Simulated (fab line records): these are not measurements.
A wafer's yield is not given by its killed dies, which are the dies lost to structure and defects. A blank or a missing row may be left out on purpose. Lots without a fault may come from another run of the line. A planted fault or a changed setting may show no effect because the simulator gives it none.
fab line records -- flow sky130
record lots=12, wafers=36, lastDay=50
route steps=708 shown CAPM@553 VIA4@660 METAL5@664 PAD_OPEN@708
lots with no fault: from the same line, run without faults
startH: the number of hours between the record's first day and the start of the first shown wafer of the lot -- waitH: time in hours since the lot's previous step -- " identical to the entry in the row above -- L1.1+2: several wafers, shown together as one row -- - no value present, or no start provided -- * or withheld: withheld -- < > ~ a bound
route shown NAME@n: names a module that has steps shown in the file, with the first one's number in the route -- usual: mean/standard deviation of fault-free wafers -- same: alike in all rows -- chamber/n: place in a boat -- sites: per-site readings -- _std_site: standard deviation of those values -- _edge_site: outer sites' mean less inner sites' -- radiusMm: for every site, how far away it sits from the centre of the wafer -- mask NAME#n: copy n -- behind: the most recent tool/chamber to have shaped the wafer -- hold: reason for holding the lot/hours on hold/outcome of the hold -- device: names the non-switching transistor (n, p or np) -- end of line: tests of these same wafers at the route's end -- for a step that has no rows: nothing shown but its recipe -- killed: dies that structure and defects cost at the first sort, which is not the same as the wafer's yield -- map: the dies of a wafer, with x for killed, . for not killed, _ for no die there
set.NAME: setting as actually run; set.NAME@STEP: the setting as run at that earlier step -- model.NAME: the simulator's own value behind a step, which no gauge read
a sample of lots followed through the steps of the route, with each step as a table and each wafer as a row
services: from which hour (startH, from the record's first day; less than 0 if before it) a tool's chamber was out of use, for how many hours, and why
## steps
# step SKY_CAPM_CLEAN_16
# recipe chemistry=IPA, timeS=180, tempC=25
lot.wafer,tool,chamber,startH,waitH
L884.1+2+6,wetBench-04,0,895.38,0.0
L886.2+3+6,wetBench-04,0,912.40,0.0
L887.3+5+6,wetBench-04,2,917.74,0.0
L888.1+2+6,wetBench-02,2,937.27,0.0
L890.1+3+5,wetBench-03,0,947.17,0.0
L892.1+2+5,wetBench-04,2,965.80,0.0
L893.1+3+5,wetBench-02,0,967.87,0.0
L894.1+4+6,wetBench-04,3,970.02,0.0
L896.4+5+6,wetBench-04,3,985.94,0.0
L898.1+2+3,wetBench-02,2,994.02,0.0
L903.1+2+4,wetBench-04,2,1022.94,0.0
L904.2+3+6,wetBench-04,3,1026.14,0.0
# step SKY_VIA4_CMP_21
# recipe stopOn=SiO2, tOverpolishS=25, downForcePsi=3.5, platenRpm=60, targetThkNm=0, padVelocityMS=0.94248
# usual motorCurrentA=10.8/0.63, overpolishRunS=25.000/0.0083, timeToEndpointS=122/4.4
# same tOverpolishS=25
lot.wafer,tool,chamber,startH,waitH,motorCurrentA,overpolishRunS,timeToEndpointS
L884.1,cmp-02,2,1026.08,0.3,11.5,24.988,121
L884.2,cmp-02,3,1026.08,0.3,11.7,24.995,118
L884.6,cmp-02,2,1026.08,0.3,11.3,25.007,122
L886.3,cmp-02,1,1042.10,0.2,10.9,24.997,121
L886.2,cmp-02,3,1042.10,0.2,11.3,25.007,127
L886.6,cmp-02,1,1042.10,0.2,10.8,25.013,125
L887.3,cmp-01,3,1048.63,0.2,11.0,25.000,111
L887.5,cmp-01,2,1048.63,0.2,10.9,25.013,120
L887.6,cmp-01,3,1048.63,0.2,11.8,25.001,113
L888.2,cmp-02,1,1064.29,0.1,10.7,25.014,123
L888.1,cmp-02,2,1064.29,0.1,11.8,25.008,122
L888.6,cmp-02,2,1064.29,0.1,11.4,24.996,121
L890.1,cmp-02,1,1074.62,0.2,10.8,25.011,120
L890.3,cmp-02,3,1074.62,0.2,11.5,24.991,123
L890.5,cmp-02,1,1074.62,0.2,11.2,25.007,122
L892.2,cmp-01,0,1091.12,0.2,10.0,25.004,129
L892.1,cmp-01,2,1091.12,0.2,10.7,25.003,123
L892.5,cmp-01,3,1091.12,0.2,11.0,25.006,120
L893.1,cmp-02,1,1091.30,0.2,10.6,24.995,119
L893.3,cmp-02,2,1091.30,0.2,11.5,24.999,113
L893.5,cmp-02,2,1091.30,0.2,10.8,24.992,113
L894.1,cmp-02,3,1095.58,0.1,10.8,25.015,121
L894.4,cmp-02,2,1095.58,0.1,11.5,25.011,119
L894.6,cmp-02,3,1095.58,0.1,11.1,25.003,124
L896.4,cmp-02,1,1107.19,0.3,10.9,24.993,120
L896.5,cmp-02,0,1107.19,0.3,10.6,25.002,128
L896.6,cmp-02,1,1107.19,0.3,11.0,25.004,123
L898.2,cmp-02,0,1115.37,0.0,10.8,24.995,123
L898.3,cmp-02,2,1115.37,0.0,11.0,24.997,123
L898.1,cmp-02,3,1115.37,0.0,10.3,25.005,120
L903.1,cmp-01,2,1139.24,0.1,10.7,24.999,127
L903.2,cmp-01,3,1139.24,0.1,11.2,24.990,122
L903.4,cmp-01,1,1139.24,0.1,10.4,25.015,126
L904.2,cmp-01,2,1142.44,0.4,10.8,24.990,118
L904.3,cmp-01,1,1142.44,0.4,10.5,25.003,126
L904.6,cmp-01,3,1142.44,0.4,10.6,24.997,114
# step SKY_METAL5_SPUTTER_03
# recipe material=Ti, targetThkNm=5, powerW=3000, timeS=3.3, chamberPressurePa=0.4
# usual throttleValvePct=29.4/0.99
lot.wafer,tool,chamber,startH,waitH,throttleValvePct
L884.1,pvdSputter-02,-,1026.48,0.0,30.2
L884.2,pvdSputter-02,-,1026.48,0.0,30.7
L884.6,pvdSputter-02,-,1026.48,0.0,29.8
L886.2,pvdSputter-01,-,1042.50,0.0,27.9
L886.3,pvdSputter-01,-,1042.50,0.0,29.9
L886.6,pvdSputter-01,-,1042.50,0.0,30.3
L887.3,pvdSputter-02,-,1048.98,0.0,30.0
L887.5,pvdSputter-02,-,1048.98,0.0,29.6
L887.6,pvdSputter-02,-,1048.98,0.0,30.9
L888.1,pvdSputter-03,-,1064.69,0.0,28.7
L888.2,pvdSputter-03,-,1064.69,0.0,28.0
L888.6,pvdSputter-03,-,1064.69,0.0,28.9
L890.1,pvdSputter-02,-,1075.01,0.0,29.9
L890.3,pvdSputter-02,-,1075.01,0.0,31.1
L890.5,pvdSputter-02,-,1075.01,0.0,29.7
L892.1,pvdSputter-03,-,1091.47,0.0,29.0
L892.2,pvdSputter-03,-,1091.47,0.0,28.1
L892.5,pvdSputter-03,-,1091.47,0.0,28.6
L893.1,pvdSputter-02,-,1091.70,0.0,31.0
L893.3,pvdSputter-02,-,1091.70,0.0,30.0
L893.5,pvdSputter-02,-,1091.70,0.0,29.8
L894.1,pvdSputter-02,-,1095.98,0.0,29.7
L894.4,pvdSputter-02,-,1095.98,0.0,29.8
L894.6,pvdSputter-02,-,1095.98,0.0,30.1
L896.4,pvdSputter-03,-,1107.53,0.0,28.8
L896.5,pvdSputter-03,-,1107.53,0.0,28.7
L896.6,pvdSputter-03,-,1107.53,0.0,30.4
L898.1,pvdSputter-03,-,1115.77,0.0,28.2
L898.2,pvdSputter-03,-,1115.77,0.0,28.9
L898.3,pvdSputter-03,-,1115.77,0.0,28.5
L903.1,pvdSputter-03,-,1139.64,0.0,28.6
L903.2,pvdSputter-03,-,1139.64,0.0,28.1
L903.4,pvdSputter-03,-,1139.64,0.0,28.5
L904.2,pvdSputter-03,-,1142.84,0.0,28.8
L904.3,pvdSputter-03,-,1142.84,0.0,28.3
L904.6,pvdSputter-03,-,1142.84,0.0,28.7
# step SKY_METAL5_STRIP_16
# recipe chemistry=O2/N2, powerW=1400, pressureMtorr=1500, platenTempC=withheld, o2FlowSccm=3000, n2FlowSccm=300, overashFraction=0.5
# usual drypumpMotorCurrentA=5.71/0.26, n2FlowSccm=300.0/0.85, oesProductAu=0.710/0.0045, stripTimeToEndpointS=13.00/0.13
lot.wafer,tool,chamber,startH,waitH,drypumpMotorCurrentA,n2FlowSccm,oesProductAu,rfHoursCounterH,stripTimeToEndpointS
L884.1,plasmaAsher-03,0,1050.71,0.4,5.32,299.2,0.711,123,13.16
L884.2,plasmaAsher-03,1,1050.71,0.4,5.28,300.1,0.712,123,13.05
L884.6,plasmaAsher-03,0,1050.71,0.4,5.31,299.6,0.709,-,12.99
L886.2,plasmaAsher-04,1,1066.14,0.2,5.87,299.2,0.710,62,12.90
L886.3,plasmaAsher-04,1,1066.14,0.2,5.85,299.9,0.712,-,12.90
L886.6,plasmaAsher-04,0,1066.14,0.2,5.91,298.9,0.704,-,12.84
L887.3,plasmaAsher-04,0,1071.59,0.1,5.91,302.0,0.710,-,12.97
L887.5,plasmaAsher-04,1,1071.59,0.1,5.83,299.3,0.714,-,12.97
L887.6,plasmaAsher-04,0,1071.59,0.1,5.91,301.0,0.708,-,13.07
L888.1,plasmaAsher-02,0,1086.71,0.2,5.68,300.2,0.717,34,13.02
L888.2,plasmaAsher-02,1,1086.71,0.2,5.89,300.6,0.710,34,13.06
L888.6,plasmaAsher-02,0,1086.71,0.2,5.68,299.0,0.714,-,12.97
L890.1,plasmaAsher-03,1,1097.16,0.2,5.25,299.7,0.711,3,13.13
L890.3,plasmaAsher-03,1,1097.16,0.2,5.25,299.5,0.710,-,13.18
L890.5,plasmaAsher-03,1,1097.16,0.2,5.25,299.4,0.710,-,13.09
L892.1,plasmaAsher-02,0,1112.71,0.2,5.67,299.3,0.712,37,13.12
L892.2,plasmaAsher-02,1,1112.71,0.2,5.92,299.9,0.712,37,13.16
L892.5,plasmaAsher-02,0,1112.71,0.2,5.70,298.7,0.715,-,13.18
L893.1,plasmaAsher-03,1,1113.31,0.2,5.26,299.2,0.704,4,12.94
L893.3,plasmaAsher-03,1,1113.31,0.2,5.25,301.0,0.704,-,12.86
L893.5,plasmaAsher-03,1,1113.31,0.2,5.25,299.9,0.712,-,12.94
L894.1,plasmaAsher-02,0,1116.88,0.4,5.69,300.0,0.707,37,12.82
L894.4,plasmaAsher-02,1,1116.88,0.4,5.93,300.7,0.718,-,12.83
L894.6,plasmaAsher-02,0,1116.88,0.4,5.68,299.3,0.713,-,12.80
L896.4,plasmaAsher-02,1,1127.92,0.1,5.95,299.9,0.704,-,13.14
L896.5,plasmaAsher-02,1,1127.92,0.1,5.91,300.0,0.710,-,13.18
L896.6,plasmaAsher-02,0,1127.92,0.1,5.71,299.9,0.714,-,13.09
L898.1,plasmaAsher-04,0,1136.06,0.2,5.90,300.6,0.710,69,12.83
L898.2,plasmaAsher-04,1,1136.06,0.2,5.86,301.5,0.705,69,12.82
L898.3,plasmaAsher-04,1,1136.06,0.2,5.86,298.7,0.708,-,12.80
L903.1,plasmaAsher-04,1,1159.61,0.2,5.88,299.7,0.710,72,13.10
L903.2,plasmaAsher-04,0,1159.61,0.2,5.91,300.4,0.705,72,13.15
L903.4,plasmaAsher-04,0,1159.61,0.2,5.90,299.6,0.713,-,13.11
L904.2,plasmaAsher-02,1,1161.84,0.2,5.91,301.5,0.715,41,13.03
L904.3,plasmaAsher-02,1,1161.84,0.2,5.91,300.4,0.708,-,12.90
L904.6,plasmaAsher-02,0,1161.84,0.2,5.69,299.0,0.710,-,12.95
# step SKY_PAD_OPEN_PROBE_99
# usual defectLimitedYield=82.6/2, killed_at_M0_to_M3=42/6.7, killed_at_M4_up=3.0/1.9, killedAtContacts=24/5.3, killedAtFrontEnd=16/4.3, killedAtOther=0.4/0.71, killedDies=85/9.6, killedOnRim=17/3.7, killedOpen=46/6.5, killedShort=39/6.7, sort_bin_3_pad_short=0.9/0.46, sort_bin_5_function=10.3/1.3, sort_bin_6_memory=6.2/1.1, sortNPass=407/9.6, sortYieldPct=82.6/2
# same grossDies=492, killedAtBackSide=0, sort_bin_4_leakage[%]=0, sort_bin_8_speed[%]=0
lot.wafer,tool,chamber,startH,waitH,hold,defectLimitedYield[%],killed_at_M0_to_M3,killed_at_M4_up,killedAtContacts,killedAtFrontEnd,killedAtOther,killedDies,killedOnRim,killedOpen,killedShort,sort_bin_3_pad_short[%],sort_bin_5_function[%],sort_bin_6_memory[%],sortNPass,sortYieldPct[%]
L884.1,prober-02,-,1098.05,0.1,-,83.1,45,0,24,12,2,83,16,45,36,0.2,9.8,6.9,409,83.1
L884.2,prober-02,-,1098.10,0.1,-,78.9,43,5,33,21,2,104,17,52,50,1.0,12.8,7.3,388,78.9
L884.6,prober-02,-,1098.30,0.2,-,83.5,37,0,20,21,3,81,17,44,35,0,10.6,5.9,411,83.5
L886.2,prober-02,-,1112.28,0.1,-,81.1,54,2,26,11,0,93,18,52,41,0.6,10.8,7.5,399,81.1
L886.3,prober-02,-,1112.33,0.2,-,84.8,43,2,19,11,0,75,19,38,36,0.8,8.3,6.1,417,84.8
L886.6,prober-02,-,1112.48,0.2,-,83.7,41,5,22,12,0,80,14,38,41,1.2,10.0,5.1,412,83.7
L887.3,prober-01,-,1117.25,0.2,-,80.7,54,5,21,15,0,95,21,47,48,1.4,10.6,7.3,397,80.7
L887.5,prober-01,-,1117.35,0.2,-,84.1,28,3,29,17,1,78,18,39,39,1.0,9.1,5.7,414,84.1
L887.6,prober-01,-,1117.40,0.2,-,83.7,36,0,22,22,0,80,21,45,35,0.6,9.6,6.1,412,83.7
L888.1,prober-02,-,1130.39,0.1,-,81.3,46,4,27,15,0,92,23,42,50,0.6,11.2,6.9,400,81.3
L888.2,prober-02,-,1130.44,0.1,-,84.1,35,0,19,24,0,78,17,41,37,1.2,9.3,5.3,414,84.1
L888.6,prober-02,-,1130.64,0.2,-,80.3,43,2,35,17,0,97,21,64,33,1.2,10.8,7.7,395,80.3
L890.1,prober-02,-,1141.51,0.1,-,80.9,43,4,32,15,0,94,23,44,50,1.2,11.4,6.5,398,80.9
L890.3,prober-02,-,1141.61,0.2,-,84.6,44,3,22,7,0,76,14,41,35,0.8,9.3,5.3,416,84.6
L890.5,prober-02,-,1141.71,0.2,-,80.9,43,5,33,12,1,94,21,44,50,1.2,10.6,7.3,398,80.9
L892.1,prober-02,-,1155.10,0.1,-,84.3,34,1,23,19,0,77,12,44,33,0.6,9.8,5.3,415,84.3
L892.2,prober-02,-,1155.15,0.1,-,81.5,46,2,26,17,0,91,19,55,35,1.2,11.0,6.3,401,81.5
L892.5,prober-02,-,1155.30,0.2,-,82.7,43,1,22,19,0,85,16,34,49,0.4,8.7,8.1,407,82.7
L893.1,prober-01,-,1156.10,0.1,-,82.3,44,3,23,17,0,87,12,52,35,0.4,11.4,5.9,405,82.3
L893.3,prober-01,-,1156.20,0.2,-,82.7,48,4,19,12,2,85,20,43,41,0.6,11.2,5.5,407,82.7
L893.5,prober-01,-,1156.30,0.2,-,83.5,45,2,15,19,0,81,18,46,34,0.2,11.6,4.7,411,83.5
L894.1,prober-02,-,1159.34,0.1,-,81.5,57,2,16,15,1,91,24,51,40,0.4,9.1,8.9,401,81.5
L894.4,prober-02,-,1159.49,0.2,-,83.1,57,1,13,12,0,83,14,50,32,0.8,10.4,5.7,409,83.1
L894.6,prober-02,-,1159.59,0.2,-,81.5,46,3,22,20,0,91,19,43,47,1.0,9.8,7.7,401,81.5
L896.4,prober-02,-,1170.60,0.2,-,83.3,48,1,20,12,1,82,19,42,39,0.6,11.0,5.1,410,83.3
L896.5,prober-02,-,1170.65,0.2,-,83.3,35,8,19,19,1,82,17,47,34,1.0,9.1,6.5,410,83.3
L896.6,prober-02,-,1170.70,0.2,-,83.3,41,2,30,9,0,82,15,44,38,1.6,9.6,5.5,410,83.3
L898.1,prober-01,-,1176.67,0.1,-,81.1,50,3,26,14,0,93,22,59,34,1.0,9.8,8.1,399,81.1
L898.2,prober-01,-,1176.72,0.1,-,81.7,52,4,26,8,0,90,19,53,37,1.2,10.8,6.3,402,81.7
L898.3,prober-01,-,1176.77,0.2,-,82.3,41,4,29,13,0,87,19,43,43,1.4,10.8,5.5,405,82.3
L903.1,prober-01,-,1196.41,0.1,awaitDispo/2.2h/release,74.0,48,2,23,8,47,128,31,39,42,3.0,16.5,6.5,364,74.0
L903.2,prober-01,-,1196.46,0.1,awaitDispo/2.2h/release,76.4,34,1,21,15,45,116,24,40,31,2.6,13.8,7.1,376,76.4
L903.4,prober-01,-,1196.56,0.2,awaitDispo/2.2h/release,76.0,38,2,20,8,50,118,21,38,31,4.3,14.8,4.9,374,76.0
L904.2,prober-02,-,1198.05,0.1,awaitDispo/3.5h/release,74.6,46,3,24,14,38,125,33,53,32,2.6,17.5,5.3,367,74.6
L904.3,prober-02,-,1198.10,0.2,awaitDispo/3.5h/release,75.4,32,1,24,24,40,121,27,47,33,3.0,13.4,8.1,371,75.4
L904.6,prober-02,-,1198.25,0.2,awaitDispo/3.5h/release,72.8,49,1,25,23,36,134,25,44,54,3.3,16.9,7.1,358,72.8
# killed by level:class
L884.1 VIA1:geometricParticle:open=13 CONTACT:geometricParticle:open=8 CONTACT:geometricParticle:short=8 VIA3:geometricParticle:open=7 FIELD_ISO:geometricParticle:open=6 VIA2:geometricParticle:open=5 LI_CONTACT:geometricParticle:short=4 VIA1:geometricParticle:short=4
L884.2 CONTACT:geometricParticle:open=13 METAL1:geometricParticle:short=8 LI_CONTACT:geometricParticle:open=7 FIELD_ISO:geometricParticle:open=6 VIA2:geometricParticle:open=6 FIELD_ISO:geometricParticle:short=5 LOCAL_INTERCONNECT:geometricParticle:short=5 CONTACT:geometricParticle:short=5
L884.6 VIA1:geometricParticle:open=10 CONTACT:geometricParticle:open=7 VIA3:geometricParticle:open=6 VIA2:geometricParticle:short=6 FIELD_ISO:geometricParticle:short=5 METAL1:geometricParticle:short=5 LI_CONTACT:geometricParticle:open=5 POLY_GATE:geometricParticle:short=4
L886.2 VIA1:geometricParticle:open=11 VIA2:geometricParticle:open=10 CONTACT:geometricParticle:open=8 FIELD_ISO:geometricParticle:open=6 METAL2:geometricParticle:short=6 VIA1:geometricParticle:short=5 LI_CONTACT:geometricParticle:open=5 CONTACT:geometricParticle:short=5
L886.3 METAL1:geometricParticle:short=9 VIA2:geometricParticle:open=8 CONTACT:geometricParticle:open=6 VIA1:geometricParticle:open=6 LI_CONTACT:geometricParticle:open=5 LOCAL_INTERCONNECT:geometricParticle:short=4 VIA1:geometricParticle:short=4 METAL3:geometricParticle:short=4
L886.6 CONTACT:geometricParticle:open=8 METAL2:geometricParticle:short=7 VIA2:geometricParticle:open=6 VIA1:geometricParticle:open=6 LOCAL_INTERCONNECT:geometricParticle:short=5 METAL1:geometricParticle:short=5 METAL4:geometricParticle:short=4 LI_CONTACT:geometricParticle:open=4
L887.3 VIA2:geometricParticle:open=12 METAL2:geometricParticle:short=8 CONTACT:geometricParticle:open=8 VIA1:geometricParticle:open=8 VIA1:geometricParticle:short=6 METAL1:geometricParticle:short=5 LI_CONTACT:geometricParticle:open=5 FIELD_ISO:geometricParticle:short=4
L887.5 LI_CONTACT:geometricParticle:open=10 CONTACT:geometricParticle:open=8 CONTACT:geometricParticle:short=6 VIA1:geometricParticle:open=5 LI_CONTACT:geometricParticle:short=5 METAL1:geometricParticle:short=5 METAL2:geometricParticle:short=5 POLY_GATE:geometricParticle:open=4
L887.6 METAL2:geometricParticle:short=11 CONTACT:geometricParticle:open=9 FIELD_ISO:geometricParticle:open=8 VIA1:geometricParticle:open=8 LI_CONTACT:geometricParticle:open=6 POLY_GATE:geometricParticle:short=4 LOCAL_INTERCONNECT:geometricParticle:short=4 METAL1:geometricParticle:short=4
L888.1 VIA1:geometricParticle:open=10 CONTACT:geometricParticle:open=9 METAL1:geometricParticle:short=7 CONTACT:geometricParticle:short=7 METAL2:geometricParticle:short=7 VIA3:geometricParticle:open=6 LI_CONTACT:geometricParticle:open=5 VIA1:geometricParticle:short=5
L888.2 VIA1:geometricParticle:open=8 CONTACT:geometricParticle:open=7 FIELD_ISO:geometricParticle:short=6 FIELD_ISO:geometricParticle:open=5 POLY_GATE:geometricParticle:short=4 SPACER:geometricParticle:open=4 CONTACT:geometricParticle:short=4 METAL1:geometricParticle:short=4
L888.6 CONTACT:geometricParticle:open=15 VIA1:geometricParticle:open=11 VIA2:geometricParticle:open=10 POLY_GATE:geometricParticle:open=8 LI_CONTACT:geometricParticle:open=8 VIA3:geometricParticle:short=5 FIELD_ISO:geometricParticle:short=4 CONTACT:geometricParticle:short=4
L890.1 LI_CONTACT:geometricParticle:open=13 LOCAL_INTERCONNECT:geometricParticle:short=10 VIA2:geometricParticle:open=8 VIA1:geometricParticle:open=7 METAL1:geometricParticle:short=7 VIA2:geometricParticle:short=7 METAL2:geometricParticle:short=5 FIELD_ISO:geometricParticle:open=3
L890.3 CONTACT:geometricParticle:open=10 VIA3:geometricParticle:open=8 METAL1:geometricParticle:short=7 METAL2:geometricParticle:short=6 VIA1:geometricParticle:open=6 LI_CONTACT:geometricParticle:open=4 VIA1:geometricParticle:short=4 VIA2:geometricParticle:open=4
L890.5 VIA1:geometricParticle:open=10 LI_CONTACT:geometricParticle:short=9 CONTACT:geometricParticle:open=8 LI_CONTACT:geometricParticle:open=7 METAL1:geometricParticle:short=7 VIA1:geometricParticle:short=7 LOCAL_INTERCONNECT:geometricParticle:short=6 FIELD_ISO:geometricParticle:short=5
L892.1 VIA1:geometricParticle:open=12 POLY_GATE:geometricParticle:open=5 LI_CONTACT:geometricParticle:open=5 LOCAL_INTERCONNECT:geometricParticle:short=5 CONTACT:geometricParticle:open=5 CONTACT:geometricParticle:short=5 METAL1:geometricParticle:short=5 VIA2:geometricParticle:open=5
L892.2 VIA1:geometricParticle:open=19 CONTACT:geometricParticle:open=11 LI_CONTACT:geometricParticle:open=6 FIELD_ISO:geometricParticle:short=4 VIA2:geometricParticle:open=4 POLY_GATE:geometricParticle:short=4 VIA3:geometricParticle:open=4 CONTACT:geometricParticle:short=4
L892.5 METAL1:geometricParticle:short=10 VIA1:geometricParticle:open=8 LI_CONTACT:geometricParticle:open=7 FIELD_ISO:geometricParticle:open=6 CONTACT:geometricParticle:short=6 LOCAL_INTERCONNECT:geometricParticle:short=5 METAL2:geometricParticle:short=5 POLY_GATE:geometricParticle:short=4
L893.1 VIA1:geometricParticle:open=10 CONTACT:geometricParticle:open=9 VIA2:geometricParticle:open=7 VIA3:geometricParticle:open=7 FIELD_ISO:geometricParticle:open=5 LI_CONTACT:geometricParticle:open=5 CONTACT:geometricParticle:short=4 METAL1:geometricParticle:short=4
L893.3 VIA1:geometricParticle:open=9 CONTACT:geometricParticle:open=8 VIA1:geometricParticle:short=7 VIA2:geometricParticle:open=7 VIA3:geometricParticle:open=6 POLY_GATE:geometricParticle:short=5 LOCAL_INTERCONNECT:geometricParticle:short=5 METAL2:geometricParticle:open=5
L893.5 VIA1:geometricParticle:open=12 LI_CONTACT:geometricParticle:open=8 FIELD_ISO:geometricParticle:short=6 METAL1:geometricParticle:short=5 VIA2:geometricParticle:open=5 METAL2:geometricParticle:short=5 CONTACT:geometricParticle:open=4 VIA1:geometricParticle:short=4
L894.1 VIA1:geometricParticle:open=21 VIA1:geometricParticle:short=9 METAL2:geometricParticle:short=7 METAL1:geometricParticle:short=6 VIA2:geometricParticle:open=6 FIELD_ISO:geometricParticle:short=5 CONTACT:geometricParticle:short=4 LOCAL_INTERCONNECT:geometricParticle:open=3
L894.4 VIA1:geometricParticle:open=12 VIA2:geometricParticle:open=10 CONTACT:geometricParticle:open=7 VIA1:geometricParticle:short=6 METAL2:geometricParticle:open=6 METAL2:geometricParticle:short=5 VIA2:geometricParticle:short=5 VIA3:geometricParticle:open=5
L894.6 METAL2:geometricParticle:short=9 CONTACT:geometricParticle:open=9 VIA1:geometricParticle:short=7 VIA3:geometricParticle:open=7 VIA1:geometricParticle:open=6 LI_CONTACT:geometricParticle:open=5 FIELD_ISO:geometricParticle:open=4 FIELD_ISO:geometricParticle:short=4
L896.4 CONTACT:geometricParticle:open=11 METAL1:geometricParticle:short=11 VIA2:geometricParticle:open=9 VIA1:geometricParticle:open=7 POLY_GATE:geometricParticle:short=5 VIA3:geometricParticle:open=5 VIA3:geometricParticle:short=4 VIA1:geometricParticle:short=4
L896.5 LI_CONTACT:geometricParticle:open=10 VIA2:geometricParticle:open=9 POLY_GATE:geometricParticle:short=7 METAL1:geometricParticle:short=6 VIA1:geometricParticle:open=6 FIELD_ISO:geometricParticle:open=5 CONTACT:geometricParticle:open=5 METAL3:geometricParticle:short=5
L896.6 CONTACT:geometricParticle:open=13 VIA1:geometricParticle:short=7 LI_CONTACT:geometricParticle:open=6 LOCAL_INTERCONNECT:geometricParticle:short=6 VIA1:geometricParticle:open=6 VIA2:geometricParticle:open=6 CONTACT:geometricParticle:short=4 METAL2:geometricParticle:short=4
L898.1 CONTACT:geometricParticle:open=16 VIA1:geometricParticle:short=11 VIA1:geometricParticle:open=9 VIA2:geometricParticle:open=7 POLY_GATE:geometricParticle:open=6 VIA3:geometricParticle:open=6 LI_CONTACT:geometricParticle:open=4 METAL2:geometricParticle:short=4
L898.2 VIA1:geometricParticle:open=14 LI_CONTACT:geometricParticle:open=9 CONTACT:geometricParticle:open=9 VIA3:geometricParticle:open=9 METAL1:geometricParticle:short=8 METAL2:geometricParticle:short=8 VIA3:geometricParticle:short=5 LOCAL_INTERCONNECT:geometricParticle:short=3
L898.3 CONTACT:geometricParticle:open=9 LI_CONTACT:geometricParticle:open=7 METAL1:geometricParticle:short=7 VIA3:geometricParticle:open=7 LOCAL_INTERCONNECT:geometricParticle:short=6 VIA1:geometricParticle:open=6 CONTACT:geometricParticle:short=5 VIA2:geometricParticle:open=5
L903.1 CAPM:unspecified=46 VIA1:geometricParticle:open=13 METAL2:geometricParticle:short=7 LI_CONTACT:geometricParticle:open=6 CONTACT:geometricParticle:short=6 VIA1:geometricParticle:short=6 VIA3:geometricParticle:open=6 LOCAL_INTERCONNECT:geometricParticle:short=5
L903.2 CAPM:unspecified=45 CONTACT:geometricParticle:open=12 VIA2:geometricParticle:open=6 FIELD_ISO:geometricParticle:short=5 FIELD_ISO:geometricParticle:open=5 VIA1:geometricParticle:short=5 SPACER:geometricParticle:short=4 LI_CONTACT:geometricParticle:open=4
L903.4 CAPM:unspecified=49 CONTACT:geometricParticle:open=8 VIA1:geometricParticle:short=8 VIA3:geometricParticle:open=7 VIA2:geometricParticle:open=6 LI_CONTACT:geometricParticle:open=5 VIA1:geometricParticle:open=5 FIELD_ISO:geometricParticle:open=4
L904.2 CAPM:unspecified=38 VIA1:geometricParticle:open=13 LI_CONTACT:geometricParticle:open=10 CONTACT:geometricParticle:open=9 POLY_GATE:geometricParticle:short=8 VIA2:geometricParticle:open=8 VIA1:geometricParticle:short=5 VIA3:geometricParticle:open=5
L904.3 CAPM:unspecified=40 VIA1:geometricParticle:open=13 POLY_GATE:geometricParticle:open=9 CONTACT:geometricParticle:open=8 CONTACT:geometricParticle:short=7 LI_CONTACT:geometricParticle:open=6 VIA2:geometricParticle:open=5 FIELD_ISO:geometricParticle:short=4
L904.6 CAPM:unspecified=36 METAL1:geometricParticle:short=11 CONTACT:geometricParticle:open=7 VIA1:geometricParticle:short=7 LI_CONTACT:geometricParticle:short=6 VIA3:geometricParticle:open=6 VIA1:geometricParticle:open=6 FIELD_ISO:geometricParticle:short=5
## services
tool,chamber,startH,hours,kind
plasmaAsher-03,-,884.55,4.4,repair
pvdSputter-02,-,887.82,1.0,repair
pvdSputter-03,-,889.66,6.3,repair
cmp-02,-,894.23,13.3,pm
cmp-01,-,912.00,4.0,pm
cmp-02,-,915.41,2.3,repair
cmp-01,-,950.76,2.6,repair
cmp-02,-,972.12,3.2,repair
cmp-02,-,1004.76,3.2,repair
cmp-01,-,1018.59,3.0,repair
cmp-02,-,1027.46,5.6,pm
wetBench-04,-,1045.59,1.7,repair
cmp-01,-,1055.81,0.5,repair
plasmaAsher-02,-,1066.41,0.5,repair
cmp-02,-,1079.33,0.6,repair
cmp-02,-,1084.13,4.0,pm
cmp-01,-,1093.11,1.6,repair
cmp-02,-,1108.99,3.6,repair
pvdSputter-03,-,1123.26,1.4,repair
wetBench-04,-,1134.77,5.2,repair
plasmaAsher-02,-,1135.52,2.8,pm
cmp-02,-,1141.88,0.9,repair
plasmaAsher-02,-,1143.79,2.4,repair
cmp-02,-,1156.13,8.0,repair
## key
firstSign step=SKY_PAD_OPEN_PROBE_99, reading=killedAtOther, direction=up, sigmas=42, usual=0.4, struck=42.7
effect step=SKY_PAD_OPEN_PROBE_99, reading=sort_bin_3_pad_short, direction=up, sigmas=4.9, usual=0.9, struck=3.2
metAt SKY_CAPM_CLEAN_16
struckLots L903,L904
notActingAt SKY_VIA4_CMP_21,SKY_METAL5_SPUTTER_03,SKY_METAL5_STRIP_16
onsetBetween 985.94 1022.94
alsoFits time
fault kind=chamberParticleSource, tool=wetBench-04, chamber=-, onsetH=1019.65, steps=SKY_CAPM_CLEAN_16, ratePerVisitCm2=1.2838, endH=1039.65
